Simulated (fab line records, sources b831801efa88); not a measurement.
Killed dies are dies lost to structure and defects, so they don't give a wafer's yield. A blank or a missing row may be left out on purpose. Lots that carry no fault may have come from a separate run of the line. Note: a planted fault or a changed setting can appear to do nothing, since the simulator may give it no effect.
Which tool was responsible? | flow sky130 | 24 lots, 72 wafers sampled, at 5 steps of a route of 708

## WHAT EACH GAUGE READ, for each wafer
SKY_CAP2M_THK_MEAS_01. Usual: CAP2M_CVD_00_THK typically reads 15.39 nm, with standard deviation 0.23.
lot  | measured     | on            | CAP2M_CVD_00_THK (nm) | flag
L074 | day 40 00:34 | film metro-03 | 15.35 15.11 15.23     |
L075 | day 40 00:57 | film metro-04 | 15.57 15.16 15.49     |
L076 | day 40 04:36 | film metro-03 | 15.38 15.30 15.72     |
L077 | day 40 12:32 | film metro-03 | 15.21 15.31 15.41     |
L078 | day 40 18:41 | film metro-04 | 15.21 15.47 15.43     |
L079 | day 41 04:41 | film metro-02 | 15.07 14.96 15.25     |
L080 | day 41 09:58 | film metro-04 | 15.27 15.24 15.39     |
L081 | day 42 00:41 | film metro-03 | 15.19 15.17 15.54     |
L082 | day 42 06:34 | film metro-04 | 15.30 15.49 15.52     |
L084 | day 42 18:48 | film metro-03 | 15.45 15.05 15.43     |
L083 | day 42 19:13 | film metro-02 | 15.26 15.45 15.34     |
L086 | day 43 19:29 | film metro-04 | 15.27 15.50 15.41     |
L085 | day 43 22:38 | film metro-04 | 15.31 15.63 15.51     |
L088 | day 44 12:15 | film metro-03 | 15.21 15.39 15.45     |
L087 | day 44 13:34 | film metro-02 | 14.91 15.38 15.29     |
L089 | day 44 16:09 | film metro-03 | 15.06 15.52 15.38     |
L090 | day 44 21:59 | film metro-03 | 15.08 15.14 15.36     |
L091 | day 45 02:44 | film metro-02 | 15.10 15.24 15.32     |
L092 | day 45 03:19 | film metro-03 | 15.57 15.52 15.63     |
L093 | day 45 09:51 | film metro-04 | 15.11 15.19 15.15     |
L094 | day 45 10:43 | film metro-02 | 15.59 15.62 15.52     |
L095 | day 45 13:11 | film metro-02 | 15.45 15.56 15.64     |
L096 | day 46 01:20 | film metro-03 | 15.34 15.77 15.79     |
L097 | day 46 11:25 | film metro-04 | 15.29 15.70 15.26     |

## WHAT TOOL EACH LOT RAN ON (gives the tool, then ch and the chambers of the sampled wafers, and finally the start)
lot  | SKY_METAL3_DESCUM_15              | SKY_METAL3_ETCH_16                | SKY_VIA3_CVD_21               | SKY_METAL4_SPUTTER_04
L074 | rie metal-01 ch 0,1, day 38 19:42 | rie metal-01 ch 0,1, day 38 19:44 | cvd w-02 ch 0,1, day 39 23:47 | pvd sputter-01, day 40 00:30
L075 | rie metal-04 ch 1, day 38 20:04   | rie metal-04 ch 1, day 38 20:08   | cvd w-02 ch 0,1, day 40 00:10 | pvd sputter-03, day 40 00:52
L076 | rie metal-03 ch 0,1, day 39 00:36 | rie metal-03 ch 0,1, day 39 00:38 | cvd w-01 ch 0,1, day 40 03:49 | pvd sputter-02, day 40 04:32
L077 | rie metal-03 ch 0,1, day 39 08:00 | rie metal-03 ch 0,1, day 39 08:02 | cvd w-02 ch 0,1, day 40 11:46 | pvd sputter-02, day 40 12:28
L078 | rie metal-04 ch 0,1, day 39 14:53 | rie metal-04 ch 0,1, day 39 14:55 | cvd w-02 ch 0,1, day 40 17:54 | pvd sputter-03, day 40 18:37
L079 | rie metal-01 ch 0,1, day 40 00:00 | rie metal-01 ch 0,1, day 40 00:02 | cvd w-01 ch 0,1, day 41 03:54 | pvd sputter-03, day 41 04:37
L080 | rie metal-03 ch 0,1, day 40 06:00 | rie metal-03 ch 0,1, day 40 06:02 | cvd w-01 ch 0,1, day 41 09:11 | pvd sputter-02, day 41 09:53
L081 | rie metal-04 ch 0,1, day 40 21:21 | rie metal-04 ch 0,1, day 40 21:23 | cvd w-01 ch 0,1, day 41 23:53 | pvd sputter-01, day 42 00:37
L082 | rie metal-04 ch 0,1, day 41 03:18 | rie metal-04 ch 0,1, day 41 03:20 | cvd w-02 ch 0,1, day 42 05:47 | pvd sputter-03, day 42 06:29
L084 | rie metal-03 ch 0,1, day 41 16:14 | rie metal-03 ch 0,1, day 41 16:18 | cvd w-01 ch 0,1, day 42 18:02 | pvd sputter-03, day 42 18:42
L083 | rie metal-01 ch 0,1, day 41 16:45 | rie metal-01 ch 0,1, day 41 16:47 | cvd w-02 ch 0,1, day 42 18:26 | pvd sputter-02, day 42 19:08
L086 | rie metal-01 ch 0,1, day 42 17:18 | rie metal-01 ch 0,1, day 42 17:20 | cvd w-02 ch 0,1, day 43 18:34 | pvd sputter-03, day 43 19:24
L085 | rie metal-01 ch 0, day 42 19:57   | rie metal-01 ch 0, day 42 19:59   | cvd w-01 ch 0,1, day 43 21:52 | pvd sputter-03, day 43 22:34
L088 | rie metal-01 ch 0,1, day 43 10:48 | rie metal-01 ch 0,1, day 43 10:50 | cvd w-02 ch 0,1, day 44 11:28 | pvd sputter-02, day 44 12:10
L087 | rie metal-04 ch 0,1, day 43 11:55 | rie metal-04 ch 0,1, day 43 11:58 | cvd w-02 ch 0,1, day 44 12:48 | pvd sputter-02, day 44 13:28
L089 | rie metal-04 ch 0,1, day 43 13:51 | rie metal-04 ch 0,1, day 43 13:53 | cvd w-02 ch 0,1, day 44 15:13 | pvd sputter-03, day 44 16:05
L090 | rie metal-01 ch 0,1, day 43 20:15 | rie metal-01 ch 0,1, day 43 20:17 | cvd w-01 ch 0,1, day 44 21:12 | pvd sputter-01, day 44 21:55
L091 | rie metal-03 ch 1, day 44 00:12   | rie metal-03 ch 1, day 44 00:14   | cvd w-02 ch 0,1, day 45 01:36 | pvd sputter-02, day 45 02:40
L092 | rie metal-03 ch 0,1, day 44 01:45 | rie metal-03 ch 0,1, day 44 01:47 | cvd w-01 ch 0,1, day 45 02:07 | pvd sputter-01, day 45 03:14
L093 | rie metal-03 ch 0,1, day 44 08:24 | rie metal-03 ch 0,1, day 44 08:26 | cvd w-02 ch 1, day 45 08:47   | pvd sputter-01, day 45 09:46
L094 | rie metal-03 ch 0,1, day 44 09:22 | rie metal-03 ch 0,1, day 44 09:25 | cvd w-02 ch 1, day 45 09:55   | pvd sputter-01, day 45 10:37
L095 | rie metal-01 ch 1, day 44 12:04   | rie metal-01 ch 1, day 44 12:08   | cvd w-02 ch 0,1, day 45 12:23 | pvd sputter-02, day 45 13:06
L096 | rie metal-03 ch 0,1, day 45 00:12 | rie metal-03 ch 0,1, day 45 00:14 | cvd w-02 ch 0, day 46 00:34   | pvd sputter-03, day 46 01:16
L097 | rie metal-01 ch 0,1, day 45 04:37 | rie metal-01 ch 0,1, day 45 04:40 | cvd w-02 ch 0,1, day 46 10:39 | pvd sputter-01, day 46 11:19
- SKY_METAL3_DESCUM_15: chemistry O2, time 8 s.
- SKY_METAL3_ETCH_16: etches BARC in N2/H2, stops on SiO2, time 88.2 s, target depth 60 nm.
- SKY_VIA3_CVD_21: deposits W, target thk 390 nm, time 117.31 s.
- SKY_METAL4_SPUTTER_04: material TiN, target thk 70 nm, time 58.3 s.

## AS READ BY THE TOOLS THEMSELVES (means over the sampled wafers that have a number; for cases with no such wafer, the mark the record gives instead)
SKY_METAL3_DESCUM_15. Usual: drypump motor current A 5.4 A, standard deviation 0.4; oes product au 1.003 a.u., standard deviation 0.012.
lot  | tool         | drypump motor current A (A) | oes product au (a.u.) | flag
L074 | rie metal-01 | 5.2                         | 0.996                 |
L075 | rie metal-04 | 5.6                         | 1.022                 |
L076 | rie metal-03 | 5.6                         | 1.000                 |
L077 | rie metal-03 | 5.6                         | 0.993                 |
L078 | rie metal-04 | 5.9                         | 1.023                 |
L079 | rie metal-01 | 5.2                         | 0.996                 |
L080 | rie metal-03 | 5.2                         | 1.006                 |
L081 | rie metal-04 | 5.7                         | 1.013                 |
L082 | rie metal-04 | 5.9                         | 1.023                 |
L084 | rie metal-03 | 5.5                         | 1.002                 |
L083 | rie metal-01 | 5.2                         | 0.994                 |
L086 | rie metal-01 | 5.2                         | 0.994                 |
L085 | rie metal-01 | 5.5                         | 0.983                 |
L088 | rie metal-01 | 5.2                         | 0.990                 |
L087 | rie metal-04 | 5.7                         | 1.013                 |
L089 | rie metal-04 | 5.7                         | 1.012                 |
L090 | rie metal-01 | 5.2                         | 0.988                 |
L091 | rie metal-03 | 5.9                         | 1.002                 |
L092 | rie metal-03 | 5.6                         | 1.000                 |
L093 | rie metal-03 | 5.5                         | 1.001                 |
L094 | rie metal-03 | 5.1                         | 0.995                 |
L095 | rie metal-01 | 5.1                         | 1.007                 |
L096 | rie metal-03 | 5.2                         | 1.016                 |
L097 | rie metal-01 | 5.2                         | 1.001                 |

SKY_METAL3_ETCH_16. Usual: drypump motor current A 5.4 A, standard deviation 0.39; oes product au 0.626 a.u., standard deviation 0.0046; throttle valve pct 13.204 %, standard deviation 0.0088.
lot  | tool         | drypump motor current A (A) | oes product au (a.u.) | throttle valve pct (%) | flag
L074 | rie metal-01 | 5.2                         | 0.630                 | 13.206                 |
L075 | rie metal-04 | 5.6                         | 0.624                 | 13.202                 |
L076 | rie metal-03 | 5.6                         | 0.626                 | 13.211                 |
L077 | rie metal-03 | 5.6                         | 0.622                 | 13.212                 |
L078 | rie metal-04 | 5.9                         | 0.624                 | 13.204                 |
L079 | rie metal-01 | 5.2                         | 0.625                 | 13.200                 |
L080 | rie metal-03 | 5.2                         | 0.625                 | 13.203                 |
L081 | rie metal-04 | 5.7                         | 0.625                 | 13.204                 |
L082 | rie metal-04 | 5.9                         | 0.629                 | 13.198                 |
L084 | rie metal-03 | 5.6                         | 0.623                 | 13.204                 |
L083 | rie metal-01 | 5.2                         | 0.630                 | 13.195                 |
L086 | rie metal-01 | 5.2                         | 0.627                 | 13.211                 |
L085 | rie metal-01 | 5.5                         | 0.622                 | 13.201                 |
L088 | rie metal-01 | 5.2                         | 0.627                 | 13.208                 |
L087 | rie metal-04 | 5.7                         | 0.628                 | 13.206                 |
L089 | rie metal-04 | 5.7                         | 0.622                 | 13.210                 |
L090 | rie metal-01 | 5.2                         | 0.621                 | 13.201                 |
L091 | rie metal-03 | 5.9                         | 0.628                 | 13.196                 |
L092 | rie metal-03 | 5.5                         | 0.623                 | 13.206                 |
L093 | rie metal-03 | 5.5                         | 0.623                 | 13.203                 |
L094 | rie metal-03 | 5.2                         | 0.623                 | 13.200                 |
L095 | rie metal-01 | 5.1                         | 0.620                 | 13.197                 |
L096 | rie metal-03 | 5.2                         | 0.627                 | 13.203                 |
L097 | rie metal-01 | 5.2                         | 0.630                 | 13.200                 |

SKY_VIA3_CVD_21. Usual: heater power w 819 W, standard deviation 35.
lot  | tool     | heater power w (W) | flag
L074 | cvd w-02 | 808                |
L075 | cvd w-02 | 796                |
L076 | cvd w-01 | 847                |
L077 | cvd w-02 | 794                |
L078 | cvd w-02 | 814                |
L079 | cvd w-01 | 846                |
L080 | cvd w-01 | 845                |
L081 | cvd w-01 | 856                |
L082 | cvd w-02 | 790                |
L084 | cvd w-01 | 844                |
L083 | cvd w-02 | 793                |
L086 | cvd w-02 | 783                |
L085 | cvd w-01 | 852                |
L088 | cvd w-02 | 828                |
L087 | cvd w-02 | 798                |
L089 | cvd w-02 | 799                |
L090 | cvd w-01 | 837                |
L091 | cvd w-02 | 834                |
L092 | cvd w-01 | 843                |
L093 | cvd w-02 | 771                |
L094 | cvd w-02 | 773                |
L095 | cvd w-02 | 822                |
L096 | cvd w-02 | 840                |
L097 | cvd w-02 | 833                |

SKY_METAL4_SPUTTER_04. Usual: throttle valve pct 29.7 %, standard deviation 1.1.
lot  | tool           | throttle valve pct (%) | flag
L074 | pvd sputter-01 | 28.2                   |
L075 | pvd sputter-03 | 30.1                   |
L076 | pvd sputter-02 | 29.0                   |
L077 | pvd sputter-02 | 29.7                   |
L078 | pvd sputter-03 | 30.1                   |
L079 | pvd sputter-03 | 29.6                   |
L080 | pvd sputter-02 | 29.0                   |
L081 | pvd sputter-01 | 28.9                   |
L082 | pvd sputter-03 | 29.6                   |
L084 | pvd sputter-03 | 30.1                   |
L083 | pvd sputter-02 | 30.0                   |
L086 | pvd sputter-03 | 30.0                   |
L085 | pvd sputter-03 | 30.2                   |
L088 | pvd sputter-02 | 29.9                   |
L087 | pvd sputter-02 | 31.3                   |
L089 | pvd sputter-03 | 29.9                   |
L090 | pvd sputter-01 | 29.6                   |
L091 | pvd sputter-02 | 31.1                   |
L092 | pvd sputter-01 | 29.7                   |
L093 | pvd sputter-01 | 29.0                   |
L094 | pvd sputter-01 | 28.6                   |
L095 | pvd sputter-02 | 28.9                   |
L096 | pvd sputter-03 | 30.4                   |
L097 | pvd sputter-01 | 28.8                   |

## THE ANSWER, worked out from the rows above alone
Rule: a lot counts as off when the mean over its wafers that have a number is more than 3 standard deviations away from the usual mean. Also off: a lot with no number at a reading for which 4 or more lots have one. The other lots that the step has rows for count as sound. After the gauges, taken in route order, come the tools' own readings; for these a lot's mean is taken, as printed above. At the first step where some lot is off, the reading lying furthest off is the one used; lots without a number count as furthest.
No lot is off on any of the readings shown, so nothing can be concluded from this.

## WHAT THE SIMULATOR HAD INSERTED
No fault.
